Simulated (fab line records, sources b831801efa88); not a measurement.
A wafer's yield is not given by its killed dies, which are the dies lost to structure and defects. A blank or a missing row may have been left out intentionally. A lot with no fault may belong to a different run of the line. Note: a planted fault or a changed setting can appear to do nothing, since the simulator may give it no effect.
Struck lot and sound lot, side by side :: flow gf180mcu :: 37 steps out of a route of 602
Sound: the wafers L424.2, L424.4, L424.6. Struck: wafer L434.1 (L434.3, L434.4, from the same lot, were not struck and are left out); the cause is given at the end.
Each step with rows lists, per side, the tool, then ch with its chambers, then its first start. Under that, the readings that differ: sound wafers :: struck wafers :: difference of the means :: sigmas: that difference in standard deviations of wafers without a fault.
alike: readings with means less than 2 such deviations apart, plus words and numbers identical on both sides. not compared: withheld readings, readings lacking a value on some wafer, bounds such as >300 that could conceal the same value, and numbers that have no deviation in the record and whose values overlap.
Wherever a step has rows on one side only, a row that says differs or no value, or a row with sigmas, the two part there. Numbers that have no deviation but don't overlap get no sigmas and don't part them. A reading that every wafer of one side lacks parts them only if that side has two wafers or more.

first, 2 steps without rows for these wafers: GF_M4_PEB_12 (peb time 90 s); GF_M4_DEVELOP_13 (develop time 58.4 s).
GF_M4_CD_MEAS_14: the cd target is 280 nm.
  sound on cd-sem-01, day 23 09:08; struck on cd-sem-01, day 26 22:01
  alike: cd-nm
GF_M4_OVL_MEAS_15:
  sound on overlay-01, day 23 09:14; struck on overlay-02, day 26 22:08
reading: M4_OVL (nm)
sound: 4 3 6
struck: -12
difference: -16
sigmas: -3
GF_M4_METAL_ETCH_16: etches the open film in Cl2/BCl3, stops on SiO2, target depth 750.8 nm, time 125.1 s.
  sound on rie-metal-02 ch 0,1, day 23 09:16; struck on rie-metal-02 ch 0, day 26 22:10
reading: throttle-valve-pct (%)
sound: 28.254 28.238 28.246
struck: 28.225
difference: -0.021
sigmas: -2
  alike: drypump-motor-current-A, mfc-cl2-sccm, oes-product-au
  not compared: rf-hours-counter-h
then, 4 steps without rows for these wafers: GF_M4_STRIP_17 (strips in O2/N2); GF_M4_STRIP_18 (strips in post etch residue remover, time 1200 s); GF_M4_CLEAN_19 (cleans in DIW); GF_V4_CVD_00 (deposits SiO2, target thk 600 nm, time 100 s).
GF_V4_THK_MEAS_01:
  sound on film-metro-01, day 23 10:01; struck on film-metro-02, day 26 22:56
reading: V4_CVD_00_THK (nm)
sound: 611 610 609
struck: 595
difference: -15
sigmas: -3
then, 1 step without rows for these wafers: GF_V4_CVD_02 (deposits SiO2 from TEOS, target thk 850 nm, time 94.851 s).
GF_V4_THK_MEAS_03:
  sound on film-metro-02, day 23 10:09; struck on film-metro-01, day 26 23:04
  alike: V4_CVD_02_THK
GF_V4_CMP_04: polishes SiO2.
  sound on cmp-02 ch 0,1, day 23 10:17; struck on cmp-01 ch 0, day 26 23:11
reading: time-to-endpoint-s (s)
sound: 74 87 80
struck: 98
difference: +18
sigmas: +3

reading: model.SiO2_of_V4_CVD_02.thk-nm (nm)
sound: 632.7 634.4 632.3
struck: 569.9
difference: -63.2
sigmas: 
  alike: motor-current-A
GF_V4_BOW_MEAS_05:
  sound on film-metro-01, day 23 10:36; struck on film-metro-01, day 26 23:26
  alike: V4_BOW
then, 8 steps without rows for these wafers: GF_V4_DEHYDRATE_06 (time 60 s); GF_V4_HMDS_07 (prime time 60 s); GF_V4_COAT_08; GF_V4_COAT_09 (resist thk 1000 nm); GF_V4_SOFTBAKE_10 (time 60 s); GF_V4_EXPOSE_11 (exposes mask Via4, target cd 260 nm); GF_V4_PEB_12 (peb time 90 s); GF_V4_DEVELOP_13 (develop time 61.76 s).
GF_V4_CD_MEAS_14: the cd target is 260 nm.
  sound on cd-sem-01, day 24 08:54; struck on cd-sem-02, day 27 19:32
  alike: cd-nm
GF_V4_OVL_MEAS_15:
  sound on overlay-02, day 24 09:01; struck on overlay-02, day 27 19:39
  alike: V4_OVL
GF_V4_ETCH_16: etches BARC in N2/H2.
  sound on rie-diel-04 ch 0,1, day 24 09:02; struck on rie-diel-02 ch 2, day 27 19:41
  alike: drypump-motor-current-A, oes-product-au, throttle-valve-pct
GF_V4_ETCH_17: etches SiO2 in C4F8/O2/Ar, stops on TiN, target depth 630 nm.
  sound: rie-diel-04 ch 0,1; struck: rie-diel-02 ch 2
reading: oes-product-au (a.u.)
sound: 0.854 0.856 0.862
struck: 0.811
difference: -0.046
sigmas: -9

reading: model.etch.depth-nm (nm)
sound: 632.7 634.4 632.3
struck: 569.9
difference: -63.2
sigmas: 

reading: model.V4.feature-depth-nm (nm)
sound: 632.7 634.4 632.3
struck: 569.9
difference: -63.2
sigmas: 
GF_V4_STRIP_18: strips in O2/N2.
  sound on plasma-asher-01 ch 0,1, day 24 09:10; struck on plasma-asher-02 ch 0, day 27 19:49
  alike: drypump-motor-current-A, heater-power-w, oes-product-au
  not compared: rf-hours-counter-h
then, 3 steps without rows for these wafers: GF_V4_STRIP_19 (strips in post etch residue remover, time 1200 s); GF_V4_CLEAN_20 (cleans in DIW); GF_V4_SPUTTER_21 (material Ti, target thk 15 nm, time 80.02 s).
GF_V4_SPUTTER_22: material TiN, target thk 10 nm, time 40 s.
  sound on pvd-sputter-01, day 24 09:46; struck on pvd-sputter-02, day 27 20:25
  alike: throttle-valve-pct
GF_V4_CVD_23: deposits W, target thk 350 nm, time 104.9 s.
  sound on cvd-w-02 ch 0, day 24 09:50; struck on cvd-w-01 ch 1, day 27 20:27
  alike: heater-power-w
GF_V4_RS_MEAS_24: measurement is done with a four-point probe.
  sound on film-metro-01, day 24 10:03; struck on film-metro-02, day 27 20:34
  alike: V4_W_RS
GF_V4_THK_MEAS_25: measures by xrf.
  sound on film-metro-01, day 24 10:10; struck on film-metro-02, day 27 20:41
  alike: V4_W_THK
GF_V4_CMP_26: polishes, stops on SiO2, t overpolish 15 s, target thk 0 nm.
  sound on cmp-01 ch 0,1, day 24 10:13; struck on cmp-01 ch 3, day 27 20:47
reading: model.SiO2_of_V4_CVD_02.thk-nm (nm)
sound: 629 630.7 628.5
struck: 566.1
difference: -63.3
sigmas: 
  alike: motor-current-A
then, 1 step without rows for these wafers: GF_MIM_SPUTTER_00 (material Ti, target thk 37.5 nm, time 150 s).
-- the record jumps here: 4 days lie between the struck wafers' starts before and after (it left off in module MIM and takes up again in module PASSIVATION, whose first step shown is number 602 of the route) --
GF_PASSIVATION_PROBE_99:
  the record has rows for the struck wafers here (prober-02, day 31 23:51) and none for the sound ones

## WHERE THEY PART
At GF_M4_OVL_MEAS_15 first; at GF_PASSIVATION_PROBE_99 last (within this record only).

WHY: what the simulator had put in
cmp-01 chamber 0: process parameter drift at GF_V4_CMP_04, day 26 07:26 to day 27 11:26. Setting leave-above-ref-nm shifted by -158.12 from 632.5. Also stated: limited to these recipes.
